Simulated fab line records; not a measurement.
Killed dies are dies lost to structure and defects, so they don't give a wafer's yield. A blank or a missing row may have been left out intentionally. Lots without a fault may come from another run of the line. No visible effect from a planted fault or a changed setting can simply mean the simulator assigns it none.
fab line records    flow gf180mcu
[record] lots = 6  wafers = 16  lastDay = 33
route steps=602 shown DNWELL@36 NWELL@42
lots that met no fault: taken from a fault-free run of the same line
startH: start of the lot's first displayed wafer, in hours after the record's first day    waitH: time in hours since the lot's previous step    " same as the row above    L1.1+2: several wafers, shown together as one row    - no value, or no start given    * or withheld: withheld    < > ~ a bound
route shown NAME@n: NAME is a module with steps in the file, n the number in the route of the first one    usual: average and standard deviation across the fault-free wafers    same: alike in all rows    chamber/n: place in a boat    sites: readings site by site    _std_site: the standard deviation of these    _edge_site: mean of outer sites minus mean of inner sites    radiusMm: for every site, how far away it sits from the centre of the wafer    mask NAME#n: copy n    behind: tool/chamber where the wafer was last shaped    hold: cause of the lot's hold/its duration in hours/its outcome    device: the transistor (n, p or np) that didn't switch    end of line: tests of these same wafers at the route's end    where a step has no rows: the recipe by itself    killed: dies lost to structure and defects at the first sort, not the wafer's yield    map: per-die view of a wafer (x killed, . not killed, _ where there is no die)
set.NAME: the setting the step ran with; set.NAME@STEP: the setting that earlier step ran with    model.NAME: the simulator's own value behind a step, which no gauge read
lots at selected steps of the route; one table per step, one row per wafer
services: a tool's chamber out of use, with start hour (startH, from the record's first day; less than 0 if before it), hours out, and reason
[[steps]]
[step GF_DNWELL_EXPOSE_04]
[recipe] maskId = DNWELL  targetCdNm = 1700  na = 0.6  sourceShape = conventional  sigmaOuter = 0.6  doseMj = 260
[step GF_DNWELL_PEB_05]
[recipe] tempC = 115  timeS = withheld
[step GF_DNWELL_DEVELOP_06]
[recipe] wallAngleDeg = 90  developTimeS = 60  devTempC = 23
[step GF_DNWELL_IMPLANT_07]
[recipe] species = P  energyKev = 1500  doseCm2 = 1e+13  tiltDeg = 0
[step GF_DNWELL_STRIP_08]
[recipe] chemistry = O2/N2  powerW = 1400  pressureMtorr = 1500  platenTempC = 250  o2FlowSccm = 3000  n2FlowSccm = 300  overashFraction = 0.5
[usual] drypumpMotorCurrentA = 5.4/0.33  heaterPowerW = 351/42  oesProductAu = 0.721/0.0044  stripTimeToEndpointS = 36.93/0.078
lot.wafer  tool            chamber  startH  waitH  drypumpMotorCurrentA  heaterPowerW  oesProductAu  rfHoursCounterH  stripTimeToEndpointS
L629.1     plasmaAsher-03  1        59.44   0.1    5.1                   335           0.719         39               36.81
L629.4     "               1        "       "      5.1                   333           0.727         -                36.96
L629.6     "               1        "       "      5.1                   332           0.722         -                36.99
L635.2     plasmaAsher-03  0        92.54   0.1    5.4                   342           0.720         40               36.95
L635.3     "               1        "       "      5.1                   331           0.726         -                36.89
L635.4     "               0        "       "      5.4                   349           0.723         -                36.95
L636.1     plasmaAsher-03  0        97.00   0.1    5.4                   352           0.719         40               37.03
L636.3     "               0        "       "      5.4                   345           0.729         -                36.96
L636.5     "               1        "       "      5.1                   337           0.724         -                37.00
L637.1     plasmaAsher-03  1        100.73  0.1    5.1                   324           0.718         41               36.93
L637.3     "               1        "       "      5.1                   323           0.719         -                37.01
L641.1     plasmaAsher-04  0        123.80  0.1    5.0                   292           0.728         49               36.88
L641.2     "               1        "       "      5.2                   432           0.722         49               36.89
L645.1     plasmaAsher-02  1        143.10  0.1    5.7                   335           0.727         36               36.86
L645.5     "               0        "       "      5.9                   366           0.721         -                36.78
L645.6     "               1        "       "      5.7                   325           0.720         -                36.91
[step GF_DNWELL_TW_MEAS_09]
[usual] DNWELL_TW = 1347/7.2
lot.wafer  tool          chamber  startH  waitH  DNWELL_TW
L629.1     filmMetro-04  -        59.54   0.1    1345
L629.4     "             -        "       "      1347
L629.6     "             -        "       "      1350
L635.2     filmMetro-04  -        92.65   0.1    1344
L635.3     "             -        "       "      1353
L635.4     "             -        "       "      1354
L636.1     filmMetro-01  -        97.10   0.1    1338
L636.3     "             -        "       "      1343
L636.5     "             -        "       "      1340
L637.1     filmMetro-02  -        100.83  0.1    1353
L637.3     "             -        "       "      1356
L641.1     filmMetro-01  -        123.90  0.1    1342
L641.2     "             -        "       "      1347
L645.1     filmMetro-02  -        143.20  0.1    1352
L645.5     "             -        "       "      1345
L645.6     "             -        "       "      1343
[step GF_NWELL_DEHYDRATE_00]
[recipe] tempC = 200  timeS = 60
[step GF_NWELL_HMDS_01]
[recipe] primeTimeS = 60  primeTempC = 120
[step GF_NWELL_COAT_02]
[recipe] spinRpm = 2000  resistThkNm = 3000
[step GF_NWELL_SOFTBAKE_03]
[recipe] tempC = 110  timeS = withheld
[step GF_NWELL_EXPOSE_04]
[recipe] maskId = Nwell  targetCdNm = 860  na = 0.6  sourceShape = conventional  sigmaOuter = 0.6  doseMj = 260
[step GF_NWELL_PEB_05]
[recipe] tempC = 115  timeS = withheld
[step GF_NWELL_DEVELOP_06]
[recipe] wallAngleDeg = 90  developTimeS = 60  devTempC = 23
lot.wafer   tool           chamber  startH  waitH
L629.1+4+6  lithoTrack-02  0        72      -
L635.2+3+4  lithoTrack-01  0        105     -
L636.1+3+5  lithoTrack-02  0        111     -
L637.1+3    lithoTrack-01  0        115     -
L641.1+2    lithoTrack-01  0        138     -
L645.1+5+6  lithoTrack-04  0        158     -
[step GF_NWELL_OVL_MEAS_07]
[usual] NWELL_OVL = -0.3/1.1
lot.wafer  tool        chamber  startH  waitH  NWELL_OVL[nm]
L629.1     overlay-02  -        72.55   -      -1.5
L629.4     "           -        "       "      -2.4
L629.6     "           -        "       "      -1.2
L635.2     overlay-02  -        105.74  -      -0.3
L635.3     "           -        "       "      0.2
L635.4     "           -        "       "      -1.3
L636.1     overlay-01  -        111.35  -      0.9
L636.3     "           -        "       "      0.6
L636.5     "           -        "       "      1.3
L637.1     overlay-01  -        115.18  -      -0.2
L637.3     "           -        "       "      -
L641.1     overlay-02  -        139.08  -      -1.6
L641.2     "           -        "       "      -
L645.1     overlay-01  -        158.94  -      -0.3
L645.5     "           -        "       "      -0.4
L645.6     "           -        "       "      -1.9
[step GF_NWELL_IMPLANT_08]
[recipe] species = P  energyKev = 450  doseCm2 = 1.5e+13  tiltDeg = 0
[[services]]
tool            chamber  startH  hours  kind
plasmaAsher-03  -        60.76   22.8   pm
plasmaAsher-03  -        108.75  9.0    pm
plasmaAsher-03  0        108.75  9.0    ventCycle
plasmaAsher-03  1        108.75  9.0    ventCycle
plasmaAsher-03  0        117.75  -      clean
plasmaAsher-03  1        117.75  -      clean
[[key]]
[firstSign] step = GF_NWELL_OVL_MEAS_07  reading = NWELL_OVL  direction = missing
effect none on later readings
metAt GF_NWELL_DEVELOP_06
struckWafers L637.3,L641.2
sortLeftOut L637.3,L641.2
testerLeftOut L637,L641
onsetBetween 105 115
[fault] kind = processParameterDrift  tool = lithoTrack-01  chamber = -  onsetH = 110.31  steps = GF_NWELL_DEVELOP_06  channel = developTimeS  offset = *  shape = step  endH = 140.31  scope = struckWafersOnly  actsIn = *  stated = *
// testerLeftOut: of these lots the tester's yield and bins aren't shown, on N5 and GAA mostly nor the transistor test; their killed dies are dies lost to structure and defects alone, not to doping, threshold or leakage, so they don't give the yield
// sortLeftOut: the simulated sort isn't trusted on such a fault, so these wafers' sort isn't shown, and their yield isn't known
